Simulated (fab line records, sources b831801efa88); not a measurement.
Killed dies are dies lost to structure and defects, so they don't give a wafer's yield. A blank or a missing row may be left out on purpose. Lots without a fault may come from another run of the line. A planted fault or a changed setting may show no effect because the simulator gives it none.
fab line records | flow gf180mcu
record lots=10 wafers=30 last_day=34
route steps=602 shown M4@473 V4@502 MIM@506 M5@536
lots that met no fault: from a run of the same line without faults
start_h: hours from the record's first day to the start of the lot's first wafer shown | wait_h: hours since the lot's step before | " the same as in the row above | L1.1+2: a row that stands for several wafers | - no value, or no start given | * or withheld: withheld | < > ~ a bound
route shown NAME@n: a module of which the file shows steps, and the number in the route of the first | usual: mean/standard deviation of fault-free wafers | same: alike in all rows | chamber/n: place in a boat | sites: the reading at each site | _std_site: their standard deviation | _edge_site: outer sites' mean less inner sites' | radius_mm: how far each site lies from the wafer's centre | mask NAME#n: copy n | behind: the tool/chamber that last shaped the wafer | hold: why the lot was held/for how many hours/how that ended | device: the transistor (n, p or np) that didn't switch | end of line: the same wafers' tests at the end of the route | a step without rows: its recipe alone | killed: dies lost to structure and defects at the first sort, not the wafer's yield | map: a wafer's dies, x killed, . not, _ none there
set.NAME: the setting as run; set.NAME@STEP: as run at that earlier step | model.NAME: the simulator's own value behind a step, which no gauge read
steps of the route over a sample of lots; a table a step, a row a wafer
services: from which hour (start_h, from the record's first day; less than 0 if before it) a tool's chamber was out of use, for how many hours, and why
## steps
# step GF_M4_STRIP_17
# recipe chemistry=O2/N2 power_w=1400 pressure_mtorr=1500 platen_temp_c=250 o2_flow_sccm=3000 n2_flow_sccm=300 overash_fraction=0.5
# usual chamber_pressure_mTorr=1500.0/1.3 drypump_motor_current_A=5.8/0.45 heater_power_w=359/21 o2_flow_sccm=2999/9.1 oes_product_au=0.538/0.005 strip_time_to_endpoint_s=7.38/0.071
# columns lot.wafer tool chamber start_h wait_h chamber_pressure_mTorr drypump_motor_current_A heater_power_w o2_flow_sccm oes_product_au rf_hours_counter_h strip_time_to_endpoint_s
L523.1 plasma_asher-02 1 543.00 0.1 1499.0 4.9 365 2991 0.523 43 7.28
L523.2 " 0 " " 1500.3 6.0 348 2993 0.540 43 7.51
L523.4 " 0 " " 1498.7 6.0 355 3004 0.541 - 7.38
L527.4 plasma_asher-01 1 569.50 0.1 1499.7 5.5 320 3003 0.535 - 7.41
L527.5 " 0 " " 1501.8 5.8 377 3010 0.537 - 7.45
L527.6 " 1 " " 1497.7 5.6 320 3002 0.538 - 7.47
L526.1 plasma_asher-02 1 574.90 0.1 1500.1 4.9 372 3001 0.547 46 7.51
L526.3 " 0 " " 1502.3 6.0 353 2989 0.536 - 7.49
L526.6 " 1 " " 1500.8 4.9 375 3009 0.554 - 7.38
L528.3 plasma_asher-03 1 583.82 0.1 1498.8 5.8 358 2996 0.542 - 7.40
L528.4 " 0 " " 1501.1 6.4 368 3003 0.540 - 7.37
L528.6 " 0 " " 1501.1 6.4 361 3009 0.545 - 7.41
L530.2 plasma_asher-03 1 608.12 0.1 1501.2 5.8 350 2998 0.545 20 7.52
L530.3 " 0 " " 1500.6 6.4 369 2999 0.547 - 7.51
L530.6 " 1 " " 1499.5 5.8 353 2994 0.533 - 7.30
L532.1 plasma_asher-03 0 620.59 0.1 1500.3 6.4 361 3010 0.536 21 7.35
L532.2 " 1 " " 1501.2 5.8 350 2993 0.535 21 7.39
L532.5 " 0 " " 1498.1 6.4 373 2994 0.533 - 7.33
L540.1 plasma_asher-03 0 680.14 0.1 1498.0 6.4 372 2996 0.538 27 7.37
L540.2 " 1 " " 1498.6 5.8 347 3001 0.541 27 7.32
L540.6 " 1 " " 1498.1 5.8 358 3005 0.544 - 7.36
L542.1 plasma_asher-01 1 684.92 0.1 1500.3 5.6 312 2984 0.532 91 7.37
L542.3 " 0 " " 1499.4 5.8 373 2998 0.540 - 7.33
L542.4 " 1 " " 1499.7 5.6 314 2993 0.541 - 7.35
L544.2 plasma_asher-02 0 695.90 0.1 1501.3 6.0 350 2991 0.527 59 7.37
L544.4 " 0 " " 1498.6 6.0 362 2987 0.529 - 7.28
L544.5 " 1 " " 1498.9 4.9 371 3001 0.537 - 7.35
L546.3 plasma_asher-03 1 704.00 0.1 1501.1 5.8 350 3018 0.534 - 7.36
L546.4 " 0 " " 1499.2 6.3 374 2995 0.537 - 7.31
L546.6 " 0 " " 1499.5 6.4 374 2994 0.539 - 7.28
# step GF_V4_CMP_26
# recipe stop_on=SiO2 down_force_psi=3.5 platen_rpm=60 t_overpolish_s=15 target_thk_nm=0 pad_velocity_m_s=0.94248
# usual motor_current_A=11.5/1.4 overpolish_run_s=14.999/0.0095 time_to_endpoint_s=85/3.5
# columns lot.wafer tool chamber start_h wait_h motor_current_A overpolish_run_s time_to_endpoint_s
L523.4 cmp-02 2 568.04 0.0 10.6 14.995 84
L523.1 " 3 " " 13.0 14.984 89
L523.2 " 1 " " 10.3 14.987 83
L527.4 cmp-01 2 593.37 0.1 12.9 15.014 83
L527.6 " 0 " " 12.3 15.007 87
L527.5 " 1 " " 11.9 15.011 77
L526.3 cmp-01 2 598.94 0.1 13.1 14.997 80
L526.1 " 3 " " 8.6 15.006 82
L526.6 " 0 " " 12.7 15.000 88
L528.4 cmp-01 3 607.26 0.0 8.8 15.009 86
L528.3 " 1 " " 11.7 14.987 82
L528.6 " 0 " " 12.8 15.006 89
L530.3 cmp-01 0 630.72 0.0 12.4 14.998 84
L530.2 " 2 " " 12.8 14.989 78
L530.6 " 1 " " 11.3 15.000 78
L532.2 cmp-02 3 642.43 0.0 11.6 15.010 86
L532.1 " 2 " " 11.2 15.003 83
L532.5 " 3 " " 12.5 14.995 87
L540.1 cmp-02 1 701.45 0.1 10.0 14.995 84
L540.2 " 0 " " 12.3 15.007 87
L540.6 " 1 " " 10.6 14.998 87
L542.4 cmp-02 2 706.17 0.0 10.3 14.986 88
L542.3 " 3 " " 12.7 15.014 86
L542.1 " 1 " " 11.3 15.022 87
L544.4 cmp-02 3 716.16 0.0 12.8 14.993 86
L544.2 " 2 " " 10.6 14.995 84
L544.5 " 0 " " 12.4 14.990 87
L546.4 cmp-02 0 724.35 0.1 12.5 14.993 84
L546.3 " 1 " " 10.3 15.013 84
L546.6 " 3 " " 12.5 14.992 85
# step GF_MIM_SPUTTER_03
# recipe material=Ti target_thk_nm=10 substrate_temp_c=300 chamber_pressure_pa=0.3 power_w=3000 time_s=6.7
# usual cathode_dc_power_W=3000.0/0.51 throttle_valve_pct=29.7/1.1
# columns lot.wafer tool chamber start_h wait_h cathode_dc_power_W throttle_valve_pct
L523.1 pvd_sputter-03 - 568.50 0.0 2999.6 29.3
L523.2 " - " " 3000.3 31.3
L523.4 " - " " 3000.8 30.9
L527.4 pvd_sputter-01 - 593.73 0.0 2998.9 29.7
L527.5 " - " " 2999.7 30.7
L527.6 " - " " 3000.3 29.7
L526.1 pvd_sputter-04 - 599.30 0.0 3000.1 30.6
L526.3 " - " " 3000.4 29.1
L526.6 " - " " 2999.6 27.4
L528.3 pvd_sputter-04 - 607.72 0.0 2999.8 27.4
L528.4 " - " " 3000.1 30.8
L528.6 " - " " 2999.4 27.6
L530.2 pvd_sputter-01 - 631.18 0.0 3000.1 28.1
L530.3 " - " " 3000.4 29.6
L530.6 " - " " 3000.0 30.6
L532.1 pvd_sputter-01 - 642.89 0.0 2999.6 28.0
L532.2 " - " " 3001.3 29.6
L532.5 " - " " 3000.1 30.6
L540.1 pvd_sputter-03 - 701.91 0.0 2999.5 30.8
L540.2 " - " " 3000.1 31.1
L540.6 " - " " 2999.9 29.6
L542.1 pvd_sputter-04 - 706.63 0.0 3000.0 31.1
L542.3 " - " " 2999.4 29.0
L542.4 " - " " 3000.0 29.3
L544.2 pvd_sputter-04 - 716.62 0.0 3001.0 27.4
L544.4 " - " " 3000.3 28.9
L544.5 " - " " 3000.5 29.1
L546.3 pvd_sputter-04 - 724.71 0.0 2999.6 29.0
L546.4 " - " " 2999.8 27.3
L546.6 " - " " 3000.7 28.8
# step GF_M5_METAL_ETCH_10
# recipe chemistry=Cl2/BCl3 mask_material=KrF target_depth_nm=750.8 stop_on=SiO2 pressure_mtorr=8 icp_w=800 bias_w=140 Cl2_flow_sccm=80 bcl3_flow_sccm=40 time_s=125.1
# usual chamber_pressure_mTorr=8.000/0.0082 drypump_motor_current_A=5.7/0.72 oes_product_au=0.988/0.0096 run_length_s=153.6/0.58 throttle_valve_pct=28.232/0.012
# columns lot.wafer tool chamber start_h wait_h chamber_pressure_mTorr drypump_motor_current_A oes_product_au rf_hours_counter_h run_length_s throttle_valve_pct
L523.1 rie_metal-02 1 610.74 0.0 7.994 6.2 0.991 4 154.0 28.249
L523.2 " 0 " " 7.994 6.1 0.991 10 153.9 28.233
L523.4 " 0 " " 7.998 6.1 0.983 - 154.3 28.216
L527.4 rie_metal-04 0 634.08 0.0 8.002 6.6 0.995 - 153.4 28.232
L527.5 " 1 " " 8.001 4.7 0.991 - 152.9 28.246
L527.6 " 0 " " 8.002 6.6 0.987 - 153.5 28.230
L526.1 rie_metal-04 1 639.88 0.0 7.990 4.6 0.980 3 153.6 28.236
L526.3 " 1 " " 7.993 4.6 0.982 - 152.6 28.235
L526.6 " 0 " " 8.016 6.5 0.993 - 153.5 28.219
L528.3 rie_metal-04 1 649.23 0.1 8.006 4.6 0.969 - 152.8 28.239
L528.4 " 0 " " 7.989 6.5 0.992 - 154.0 28.224
L528.6 " 1 " " 7.991 4.6 0.973 - 153.0 28.251
L530.2 rie_metal-04 1 671.09 0.0 7.991 4.6 0.974 5 152.8 28.261
L530.3 " 1 " " 8.015 4.6 0.968 - 153.2 28.256
L530.6 " 1 " " 7.987 4.6 0.966 - 141.1 28.240
L532.1 rie_metal-04 0 682.31 0.0 7.995 6.5 1.011 12 142.6 28.198
L532.2 " 1 " " 8.005 4.6 0.971 5 152.7 28.240
L532.5 " 1 " " 7.996 4.6 0.970 - 153.3 28.250
L540.1 rie_metal-04 1 738.04 0.0 8.007 4.6 0.974 7 153.3 28.244
L540.2 " 1 " " 7.988 4.6 0.977 - 152.7 28.243
L540.6 " 1 " " 7.999 4.6 0.968 - 152.7 28.239
L542.1 rie_metal-04 1 742.74 0.0 8.020 4.6 0.979 8 152.9 28.232
L542.3 " 1 " " 7.994 4.6 0.984 - 152.6 28.240
L542.4 " 1 " " 7.987 4.6 0.974 - 152.9 28.240
L544.2 rie_metal-02 0 752.44 0.0 8.017 6.1 0.995 18 154.0 28.222
L544.4 " 1 " " 8.003 6.2 0.992 - 154.3 28.234
L544.5 " 1 " " 8.009 6.2 0.989 - 153.9 28.216
L546.3 rie_metal-04 1 760.22 0.1 7.993 4.6 0.971 - 153.5 28.249
L546.4 " 1 " " 7.984 4.6 0.978 - 152.8 28.247
L546.6 " 1 " " 8.007 4.6 0.979 - 152.7 28.242
# step GF_M5_STRIP_11
# recipe chemistry=O2/N2 power_w=1400 pressure_mtorr=1500 platen_temp_c=250 o2_flow_sccm=3000 n2_flow_sccm=300 overash_fraction=0.5
# usual chamber_pressure_mTorr=1499.9/1.4 drypump_motor_current_A=5.6/0.41 heater_power_w=350/28 o2_flow_sccm=3001/9.4 oes_product_au=0.524/0.0053 strip_time_to_endpoint_s=7.07/0.072
# columns lot.wafer tool chamber start_h wait_h chamber_pressure_mTorr drypump_motor_current_A heater_power_w o2_flow_sccm oes_product_au rf_hours_counter_h strip_time_to_endpoint_s
L523.1 plasma_asher-01 0 610.86 0.1 1498.6 5.7 385 3016 0.531 83 7.11
L523.2 " 1 " " 1499.5 5.6 305 3004 0.529 83 7.09
L523.4 " 1 " " 1499.7 5.6 315 2996 0.529 - 7.11
L527.4 plasma_asher-04 0 634.20 0.1 1499.5 5.4 359 3004 0.526 - 6.96
L527.5 " 0 " " 1502.2 5.4 359 2995 0.519 - 7.07
L527.6 " 1 " " 1500.7 6.3 328 3006 0.514 - 6.96
L526.1 plasma_asher-02 0 640.01 0.1 1501.2 6.0 353 3000 0.525 53 7.07
L526.3 " 0 " " 1498.9 6.0 352 3002 0.521 - 7.10
L526.6 " 1 " " 1500.3 4.9 368 3010 0.519 - 6.97
L528.3 plasma_asher-04 1 649.35 0.1 1499.3 6.2 315 2995 0.531 - 7.15
L528.4 " 0 " " 1499.9 5.3 345 3000 0.526 - 7.04
L528.6 " 1 " " 1498.2 6.2 319 2999 0.528 - 7.17
L530.2 plasma_asher-01 1 671.22 0.1 1501.9 5.6 312 3001 0.529 89 7.17
L530.3 " 1 " " 1500.3 5.6 316 2995 0.529 - 7.17
L530.6 " 0 " " 1499.9 5.7 388 3014 0.543 - 7.47
L532.1 plasma_asher-04 1 682.44 0.1 1499.8 6.2 308 2987 0.528 106 7.24
L532.2 " 0 " " 1500.1 5.3 360 2993 0.523 106 7.10
L532.5 " 0 " " 1498.8 5.4 360 3009 0.521 - 7.14
L540.1 plasma_asher-01 0 738.30 0.2 1499.1 5.8 387 3008 0.528 96 7.18
L540.2 " 1 " " 1499.6 5.5 317 3007 0.529 96 7.13
L540.6 " 1 " " 1500.0 5.6 311 3006 0.529 - 7.14
L542.1 plasma_asher-01 1 743.00 0.2 1499.6 5.6 318 3013 0.527 97 7.13
L542.3 " 0 " " 1499.3 5.8 380 3003 0.526 - 7.11
L542.4 " 1 " " 1499.7 5.6 313 3007 0.528 - 7.12
L544.2 plasma_asher-01 1 752.57 0.1 1501.7 5.6 305 2994 0.517 98 7.06
L544.4 " 1 " " 1499.5 5.6 307 2992 0.518 - 7.07
L544.5 " 1 " " 1500.1 5.6 316 2995 0.527 - 7.07
L546.3 plasma_asher-04 1 760.42 0.2 1502.2 6.2 309 2999 0.532 - 7.15
L546.4 " 0 " " 1499.0 5.3 373 2993 0.531 - 7.14
L546.6 " 0 " " 1498.7 5.3 368 2995 0.532 - 7.17
## services
# columns tool chamber start_h hours kind
pvd_sputter-04 - 533.78 4.7 repair
pvd_sputter-03 - 535.08 6.7 repair
cmp-02 - 542.16 18.5 repair
pvd_sputter-01 - 543.61 4.7 repair
cmp-02 - 547.39 1.8 repair
pvd_sputter-01 - 548.80 3.5 repair
cmp-02 - 564.85 2.3 repair
plasma_asher-04 - 570.46 4.0 pm
cmp-01 - 572.25 4.0 pm
pvd_sputter-01 - 605.54 11.8 repair
cmp-01 - 621.50 3.0 repair
cmp-02 - 625.42 2.4 repair
cmp-01 - 628.74 1.9 repair
cmp-02 - 631.51 4.5 pm
cmp-02 - 636.65 1.3 repair
cmp-01 - 638.75 0.9 repair
cmp-02 - 659.75 0.6 repair
cmp-02 - 700.60 0.8 repair
cmp-02 - 711.76 0.4 repair
rie_metal-04 0 729.73 27.7 repair
cmp-01 - 732.71 4.0 pm
plasma_asher-04 - 733.75 9.0 pm
cmp-02 - 745.26 4.0 pm
rie_metal-04 1 748.71 3.9 repair
## key
first_sign step=GF_M5_METAL_ETCH_10 reading=run_length_s direction=down sigmas=20 usual=* struck=*
effect step=GF_M5_STRIP_11 reading=strip_time_to_endpoint_s direction=up sigmas=4 usual=* struck=*
met_at GF_M5_METAL_ETCH_10
struck_lots L530,L532
struck_wafers L530.6,L532.1
not_acting_at GF_M4_STRIP_17,GF_V4_CMP_26,GF_MIM_SPUTTER_03
onset_between 649.23 671.09
fault kind=process_parameter_drift tool=rie_metal-04 chamber=- onset_h=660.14 steps=GF_M5_METAL_ETCH_10 channel=time_s offset=* shape=step end_h=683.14 scope=struck_wafers_only acts_in=* stated=*
